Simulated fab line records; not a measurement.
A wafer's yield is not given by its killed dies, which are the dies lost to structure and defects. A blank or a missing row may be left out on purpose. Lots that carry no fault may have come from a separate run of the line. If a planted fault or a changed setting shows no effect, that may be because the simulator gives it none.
Split-lot experiment ; flow sfqLine ; route with 325 steps; 5 lots, 23 wafers read

THE SPLIT ITSELF
At SFQ_TRILAYER_JJ_CE_LITHO_PEB_117 (peb time 60 s), the setting pebTimeS was moved away from the recipe's 60 s on 10 of the 23 wafers read, by -14.1% to +13.3%. All remaining wafers had this setting at the recipe value.

FROM THE SPLIT ON TO THE READING: in between, the file shows 1 step
- SFQ_TRILAYER_JJ_CE_LITHO_DEVELOP_116: time 60 s

THE READING
cdNm, in nm, at SFQ_TRILAYER_JJ_CE_METRO_MEASURE_117. On this fab line, fault-free wafers typically give 699.6 nm with a standard deviation of 1.4 nm.

wafer;tool, chamber at the split;pebTimeS as run, s;against the recipe;cdNm, nm;against lot-mates on the recipe
L078.1;lithoTrack-03, 0;60;recipe;697.7;-
L078.2;lithoTrack-03, 0;56.19;-6.3%;706.8;+9.4
L078.3;lithoTrack-03, 0;60;recipe;696.8;-
L078.4;lithoTrack-03, 0;60;recipe;697.6;-
L078.5;lithoTrack-03, 0;56.19;-6.3%;707.1;+9.7
L079.1;lithoTrack-01, 0;60;recipe;699.9;-
L079.4;lithoTrack-01, 0;60;recipe;700.3;-
L079.5;lithoTrack-01, 0;60;recipe;701.6;-
L080.1;lithoTrack-03, 0;67.98;+13.3%;683.5;-16.5
L080.2;lithoTrack-03, 0;67.98;+13.3%;684.2;-15.8
L080.3;lithoTrack-03, 0;67.98;+13.3%;684.3;-15.8
L080.5;lithoTrack-03, 0;60;recipe;699.8;-
L080.6;lithoTrack-03, 0;60;recipe;700.3;-
L084.1;lithoTrack-02, 0;51.55;-14.1%;723.2;+24.6
L084.2;lithoTrack-02, 0;60;recipe;698.3;-
L084.3;lithoTrack-02, 0;60;recipe;699.3;-
L084.4;lithoTrack-02, 0;60;recipe;698.1;-
L084.5;lithoTrack-02, 0;51.55;-14.1%;722.9;+24.3
L085.1;lithoTrack-03, 0;53.51;-10.8%;717.0;+16.6
L085.2;lithoTrack-03, 0;53.51;-10.8%;718.2;+17.8
L085.3;lithoTrack-03, 0;53.51;-10.8%;717.2;+16.8
L085.4;lithoTrack-03, 0;60;recipe;701.2;-
L085.5;lithoTrack-03, 0;60;recipe;699.6;-

THE FIT
A straight line over all 23 wafers: cdNm changes by -1.42 nm for each +1% of pebTimeS; r = -0.98; the points scatter about the line by 2.1 nm.
The same after taking each lot's own level away (the mean of its wafers on the recipe; 23 wafers): -1.45 nm for each +1%; r = -0.99; scatter 1.6 nm.
According to that fit, moving pebTimeS by its largest amount changes the reading by 20 nm.
Across the lots, their own levels run from 697.37 to 700.60 nm, a range of 2.3 times the standard deviation given above.
The two slopes agree, so the slope changes little with the lot-to-lot level.
Check: with one of the wafers moved furthest among these (-14.1%) left out of the fit, the line predicts +20.8 nm for it against its lot-mates. It came out at +24.6 nm against them.

OTHER SPLITS APPLIED TO THESE WAFERS
Other splits were also applied to these wafers ahead of the reading. Each is held against what the fit with the lots' levels taken away leaves over:
other split on the same wafers;wafers away from the commonest value;r with cdNm (lot level and that fit taken away)
SFQ_TRILAYER_M4_DEP_SPUTTER_091 powerW;11;+0.25
SFQ_TRILAYER_M4_LITHO_COAT_098 resistThkNm;10;+0.16
SFQ_TRILAYER_I4_DEP_PECVD_099 rfW;8;+0.01
SFQ_TRILAYER_I4_VIA_LITHO_COAT_108 spinRpm;10;+0.29
SFQ_TRILAYER_I4_VIA_LITHO_EXPOSE_104 doseMj;5;-0.05

THE WHOLE CHAIN: every reading that the file lists as answering this split, in the file's order
step;what it does;reading;change (the file's fit);r (the file's)
SFQ_TRILAYER_JJ_CE_METRO_MEASURE_117;;cdNm;-1.51 nm for each +1% of the setting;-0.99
SFQ_TRILAYER_JJ_CE_BARC_OPEN_RIE_150;chemistry O2, target BARC, target depth 240 nm, time 80 s;JJ.cdNm (the simulator's own value, which no gauge read);-1.41 nm for each +1% of the setting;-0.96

THE FILE'S OWN FIT
cdNm changes by -1.51 nm for each +1% of pebTimeS, r = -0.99.
